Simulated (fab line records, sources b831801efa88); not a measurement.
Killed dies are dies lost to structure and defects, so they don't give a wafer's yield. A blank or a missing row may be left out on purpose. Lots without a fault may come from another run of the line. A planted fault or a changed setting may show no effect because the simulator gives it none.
Which tool did it? | flow sky130 | 15 lots, 45 wafers sampled, at 5 steps of a route of 708

WHAT THE GAUGES READ, wafer by wafer
SKY_SONOS_TUNNEL_CD_MEAS_07: target cd 410 nm.
lot  | measured     | on        | cd_nm (nm)
L689 | day 11 11:20 | cd_sem-01 | 412.2 412.2 413.5
L693 | day 13 08:17 | cd_sem-02 | 409.9 413.1 410.8
L694 | day 13 13:06 | cd_sem-02 | 406.3 407.2 409.3
L696 | day 13 23:45 | cd_sem-02 | 410.0 409.6 406.6
L695 | day 14 02:15 | cd_sem-02 | 412.7 410.3 408.4
L697 | day 14 22:08 | cd_sem-02 | 410.5 410.2 410.4
L698 | day 15 02:04 | cd_sem-02 | 412.9 407.9 411.8
L703 | day 16 11:11 | cd_sem-01 | 409.6 410.2 410.9
L704 | day 16 18:17 | cd_sem-02 | 414.9 418.3 416.7
L705 | day 17 02:38 | cd_sem-01 | 408.8 411.3 411.1
L708 | day 17 21:55 | cd_sem-01 | 407.4 408.6 408.6
L709 | day 18 00:28 | cd_sem-02 | 410.6 412.2 410.8
L710 | day 18 12:44 | cd_sem-02 | 408.6 408.2 409.2
L711 | day 18 17:47 | cd_sem-02 | 410.4 408.6 408.8
L712 | day 19 01:22 | cd_sem-02 | 410.5 413.4 411.6

SKY_SONOS_ONO_CD_MEAS_13: target cd 410 nm.
lot  | measured     | on        | cd_nm (nm)
L689 | day 12 15:52 | cd_sem-02 | 409.4 408.8 408.2
L693 | day 14 18:12 | cd_sem-02 | 406.2 407.2 407.4
L694 | day 15 02:53 | cd_sem-02 | 408.0 407.7 409.5
L696 | day 15 08:01 | cd_sem-02 | 410.3 411.1 410.0
L695 | day 15 11:13 | cd_sem-02 | 410.7 409.5 410.3
L697 | day 16 06:58 | cd_sem-01 | 409.2 409.6 407.6
L698 | day 16 11:56 | cd_sem-01 | 414.0 413.1 413.9
L703 | day 18 00:03 | cd_sem-01 | 411.5 412.6 409.8
L704 | day 18 08:29 | cd_sem-01 | 411.3 412.4 412.1
L705 | day 18 15:23 | cd_sem-01 | 407.9 409.9 411.7
L708 | day 19 12:15 | cd_sem-01 | 411.6 411.2 411.4
L709 | day 19 14:57 | cd_sem-01 | 405.0 406.3 407.8
L710 | day 20 02:36 | cd_sem-02 | 411.5 410.2 409.9
L711 | day 20 05:13 | cd_sem-01 | 408.6 413.0 410.3
L712 | day 20 13:37 | cd_sem-01 | 409.9 409.9 409.7

SKY_LDD_P_OVL_MEAS_08.
lot  | measured     | on         | LDD_P_OVL (nm)
L689 | day 18 21:38 | overlay-02 | -0.4 -0.3 0.4
L693 | day 21 10:51 | overlay-01 | -2.9 -3.0 -2.7
L694 | day 21 23:20 | overlay-02 | 2.9 3.1 3.0
L696 | day 22 04:19 | overlay-02 | 2.0 0.9 2.0
L695 | day 22 07:41 | overlay-01 | -1.7 -0.7 -0.6
L697 | day 23 02:23 | overlay-02 | -1.4 -1.0 0.2
L698 | day 23 09:21 | overlay-01 | 0.5 0.7 0.1
L703 | day 24 21:24 | overlay-02 | -2.0 2.2 -0.8
L704 | day 25 04:59 | overlay-01 | -2.7 -1.7 -2.3
L705 | day 25 11:16 | overlay-02 | -1.4 -1.5 -2.3
L708 | day 26 05:43 | overlay-01 | 0.4 0.5 1.7
L709 | day 26 13:19 | overlay-01 | -2.2 -1.6 -0.7
L710 | day 27 00:01 | overlay-01 | -0.4 -0.7 -0.7
L711 | day 26 23:48 | overlay-01 | -2.1 -1.3 -1.5
L712 | day 27 06:28 | overlay-02 | 1.1 0.9 0.1

WHICH TOOL RAN EACH LOT (tool, then ch and the chambers of the sampled wafers, then the start)
lot  | SKY_POLY_GATE_ETCH_17            | SKY_POLY_GATE_STRIP_18
L689 | rie_si-02 ch 1,2,3, day 16 07:03 | plasma_asher-02 ch 0,1, day 16 07:07
L693 | rie_si-01 ch 0,1, day 18 16:51   | plasma_asher-02 ch 0,1, day 18 16:54
L694 | rie_si-01 ch 2,3, day 19 05:49   | plasma_asher-01 ch 0,1, day 19 05:55
L696 | rie_si-01 ch 0,1,3, day 19 09:30 | plasma_asher-02 ch 0,1, day 19 09:33
L695 | rie_si-02 ch 0,1,3, day 19 12:31 | plasma_asher-02 ch 0,1, day 19 12:37
L697 | rie_si-02 ch 0,1,3, day 20 10:13 | plasma_asher-03 ch 0,1, day 20 10:19
L698 | rie_si-01 ch 0,1,2, day 20 17:19 | plasma_asher-03 ch 0,1, day 20 17:23
L703 | rie_si-01 ch 0,1,2, day 22 06:50 | plasma_asher-02 ch 0,1, day 22 06:54
L704 | rie_si-02 ch 1,2,3, day 22 14:07 | plasma_asher-03 ch 0,1, day 22 14:10
L705 | rie_si-01 ch 1,3, day 22 20:28   | plasma_asher-02 ch 0, day 22 20:31
L708 | rie_si-02 ch 1,3, day 23 15:58   | plasma_asher-03 ch 0,1, day 23 16:01
L709 | rie_si-01 ch 0,2,3, day 24 01:07 | plasma_asher-01 ch 0,1, day 24 01:10
L710 | rie_si-01 ch 0,2, day 24 10:41   | plasma_asher-01 ch 1, day 24 10:47
L711 | rie_si-02 ch 1,2, day 24 10:20   | plasma_asher-02 ch 0,1, day 24 10:24
L712 | rie_si-02 ch 0,1,3, day 24 16:46 | plasma_asher-01 ch 0,1, day 24 16:49
- SKY_POLY_GATE_ETCH_17: etches poly-Si in HBr/Cl2, stops on SiO2, target depth 180 nm, time 70.5 s.
- SKY_POLY_GATE_STRIP_18: strips in O2/N2.

WHAT THE TOOLS THEMSELVES READ (means of the sampled wafers that have a number; where no wafer has one, the mark that the record gives instead)
SKY_POLY_GATE_ETCH_17.
lot  | tool      | HBr_flow_sccm (sccm) | bias_w (W) | drypump_motor_current_A (A) | oes_product_au (a.u.) | throttle_valve_pct (%)
L689 | rie_si-02 | 150.1                | 99.87      | 5.8                         | 1.001                 | 33.681
L693 | rie_si-01 | 150.2                | 99.90      | 6.0                         | 0.993                 | 33.692
L694 | rie_si-01 | 150.0                | 99.98      | 5.6                         | 0.985                 | 33.685
L696 | rie_si-01 | 149.9                | 99.74      | 5.8                         | 0.993                 | 33.673
L695 | rie_si-02 | 149.9                | 100.09     | 5.4                         | 0.988                 | 33.678
L697 | rie_si-02 | 150.0                | 100.03     | 5.4                         | 0.982                 | 33.679
L698 | rie_si-01 | 150.1                | 99.87      | 5.6                         | 0.989                 | 33.678
L703 | rie_si-01 | -                    | -          | -                           | -                     | -
L704 | rie_si-02 | -                    | -          | -                           | -                     | -
L705 | rie_si-01 | -                    | -          | -                           | -                     | -
L708 | rie_si-02 | 149.9                | 100.02     | 5.5                         | 0.992                 | 33.688
L709 | rie_si-01 | 149.6                | 100.03     | 5.4                         | 0.989                 | 33.679
L710 | rie_si-01 | 149.6                | 100.29     | 5.3                         | 0.982                 | 33.678
L711 | rie_si-02 | 149.7                | 99.74      | 6.1                         | 0.985                 | 33.686
L712 | rie_si-02 | 150.2                | 100.00     | 5.4                         | 0.992                 | 33.687

SKY_POLY_GATE_STRIP_18.
lot  | tool            | drypump_motor_current_A (A) | oes_product_au (a.u.) | strip_time_to_endpoint_s (s)
L689 | plasma_asher-02 | 5.78                        | 0.362                 | 3.206
L693 | plasma_asher-02 | 5.78                        | 0.363                 | 3.186
L694 | plasma_asher-01 | 5.81                        | 0.359                 | 3.175
L696 | plasma_asher-02 | 5.66                        | 0.359                 | 3.173
L695 | plasma_asher-02 | 5.67                        | 0.358                 | 3.162
L697 | plasma_asher-03 | 5.72                        | 0.365                 | 3.214
L698 | plasma_asher-03 | 5.73                        | 0.360                 | 3.162
L703 | plasma_asher-02 | 5.77                        | 0.402                 | 4.219
L704 | plasma_asher-03 | 5.91                        | 0.397                 | 4.207
L705 | plasma_asher-02 | 5.52                        | 0.404                 | 4.171
L708 | plasma_asher-03 | 5.88                        | 0.363                 | 3.194
L709 | plasma_asher-01 | 5.82                        | 0.362                 | 3.155
L710 | plasma_asher-01 | 5.78                        | 0.357                 | 3.139
L711 | plasma_asher-02 | 5.77                        | 0.359                 | 3.182
L712 | plasma_asher-01 | 5.79                        | 0.358                 | 3.151

THE ANSWER, worked out from the rows above alone
Rule: what is usual is taken from the lots themselves. Put in order of their means at a reading, lots are off if they are a third of the lots or fewer, leave a main group of 4 or more, and stand apart from it by a gap of 3 or more times the standard deviation of the main group's means; of several such gaps the widest counts. A main group whose means are all the same, to the digits that the tables above print for the reading, isn't used. A lot without any number at a reading at which 4 lots or more have one is off too. The other lots that the step has rows for count as sound. The gauges are gone through in route order, then the tools' own readings, and for those a lot's mean is taken as printed above. The first step at which some lot is off is used, and at that step the reading that is off furthest; a lot without a number counts as furthest.
Off: L703, L704, L705, at SKY_POLY_GATE_ETCH_17 (HBr_flow_sccm). Without a number there: L703, L704, L705. The main group: mean 149.9 sccm, standard deviation 0.2.
A tool fits if, at that step or a process step before it, it ran every lot that is off, and no sound lot after the first of them. None of those tried fits.

WHAT THE SIMULATOR HAD PUT IN
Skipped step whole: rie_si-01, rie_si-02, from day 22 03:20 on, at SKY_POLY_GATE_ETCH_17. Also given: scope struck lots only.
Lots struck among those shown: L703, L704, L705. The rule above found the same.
